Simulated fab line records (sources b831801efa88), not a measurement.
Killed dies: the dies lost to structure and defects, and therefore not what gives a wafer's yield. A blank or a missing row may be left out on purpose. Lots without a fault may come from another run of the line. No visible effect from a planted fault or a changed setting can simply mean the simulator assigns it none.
Problem report, 8D (eight disciplines) form, completed by code || flow sky130 || the parts of the form that need people (team, actions taken, sign-off) are left out

== 1. THE ISSUE ==
At SKY_PAD_OPEN_PROBE_99, sort_bin_3_pad_short averages 5.2 % over 6 wafers from 2 lots, while fault-free wafers read 0.9 %, standard deviation 0.43. Measured from the usual mean, that is +10 standard deviations.
The first sign was on wafer L714.1 at day 47 21:39, on prober-01. Wafers with a number at this step in the record: 20, from 7 lots. By rule, "out" or "out of limits" means more than 4 standard deviations away from the usual mean. The rest of the wafers with a number are treated as sound.

== 2. WHAT IT IS, WHAT IT ISN'T ==
{"question": "which readings at this step", "is": "sort_bin_3_pad_short, defect_limited_yield, killed_at_M0_to_M3, killed_dies, sort_n_pass, sort_yield_pct", "is not": "killed_at_M4_up, killed_open, killed_short"}
{"question": "which lots", "is": "L714, L716", "is not": "L718, L720, L721, L722, L725"}
{"question": "which wafers of those lots", "is": "all that have a number", "is not": "-"}
{"question": "read on which tools", "is": "prober-01", "is not": "prober-02"}
{"question": "when", "is": "from day 47 21:39", "is not": "up to then (0 sound wafers); but 14 sound wafers of L718, L720, L721, L722, L725 came after"}

== 3. SUSPECTS, AND WHAT RULES EACH OUT ==
Counting: a tool at a process step up to the reading stays a suspect if it ran every lot that is out and no sound lot after the first of them.
- pvd_sputter-03 at SKY_METAL3_SPUTTER_00 (material Ti, target thk 15 nm, time 10 s): kept. It ran every lot that is out, first L714 (day 38 23:08), and no sound lot after that.
- prober-01 at SKY_PAD_OPEN_PROBE_99: ruled out as a lasting fault. Following L714 (day 47 21:39), the first lot on it that is out, the sound lots L718, L720, L722, L725 were run on it.
After counting, what remains is pvd_sputter-03 at SKY_METAL3_SPUTTER_00.

== 4. THE CAUSE (what the simulator had put in) ==
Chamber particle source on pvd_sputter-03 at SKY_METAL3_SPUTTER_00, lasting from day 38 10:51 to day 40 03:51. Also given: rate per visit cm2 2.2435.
Counting left only this tool.

== 5. THE EFFECT CHAIN, in route order ==
Rows list readings where the struck wafers' mean (over those with a number) sits beyond 3 standard deviations from the usual. Only readings for which the record gives a usual standard deviation are gone through. hours: the time from each lot's start at the first step in this table that gives one to its start at this step, as a median over the lots. sigmas: the change in usual standard deviations.
{"hours": 0, "step": "SKY_PAD_OPEN_PROBE_99", "reading": "defect_limited_yield", "usual": "82.4 %", "on struck wafers": 70.2, "change": -12.2, "sigmas": -6.4}
{"hours": 0, "step": "SKY_PAD_OPEN_PROBE_99", "reading": "killed_at_M0_to_M3", "usual": 43, "on struck wafers": 102, "change": "+59", "sigmas": "+7.9"}
{"hours": 0, "step": "SKY_PAD_OPEN_PROBE_99", "reading": "killed_dies", "usual": 87, "on struck wafers": 146, "change": "+60", "sigmas": "+6.5"}
{"hours": 0, "step": "SKY_PAD_OPEN_PROBE_99", "reading": "sort_bin_3_pad_short", "usual": "0.9 %", "on struck wafers": 5.2, "change": "+4.3", "sigmas": "+10"}
{"hours": 0, "step": "SKY_PAD_OPEN_PROBE_99", "reading": "sort_bin_5_function", "usual": "10.3 %", "on struck wafers": 17.3, "change": "+7.0", "sigmas": "+5.0"}
{"hours": 0, "step": "SKY_PAD_OPEN_PROBE_99", "reading": "sort_n_pass", "usual": 405, "on struck wafers": 346, "change": -60, "sigmas": -6.5}
{"hours": 0, "step": "SKY_PAD_OPEN_PROBE_99", "reading": "sort_yield_pct", "usual": "82.4 %", "on struck wafers": 70.2, "change": -12.2, "sigmas": -6.4}
It contains these process steps:
- SKY_PAD_OPEN_PROBE_99

== 6. WHAT WOULD HAVE CAUGHT IT SOONER ==
227 hours passed between the start of the fault at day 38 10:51 and the first reading out of limits in this record, taken at day 47 21:39.
Tool readings at SKY_METAL3_SPUTTER_00 with a usual standard deviation given in the record: none out on any struck wafer, hence no alarm at a limit of 4 standard deviations on them.
The start of SKY_METAL3_SPUTTER_00 on pvd_sputter-03 came by day 47 21:39 for every one of the lots that are out (2). Had the tool been put on hold then, not one of them would have been saved.
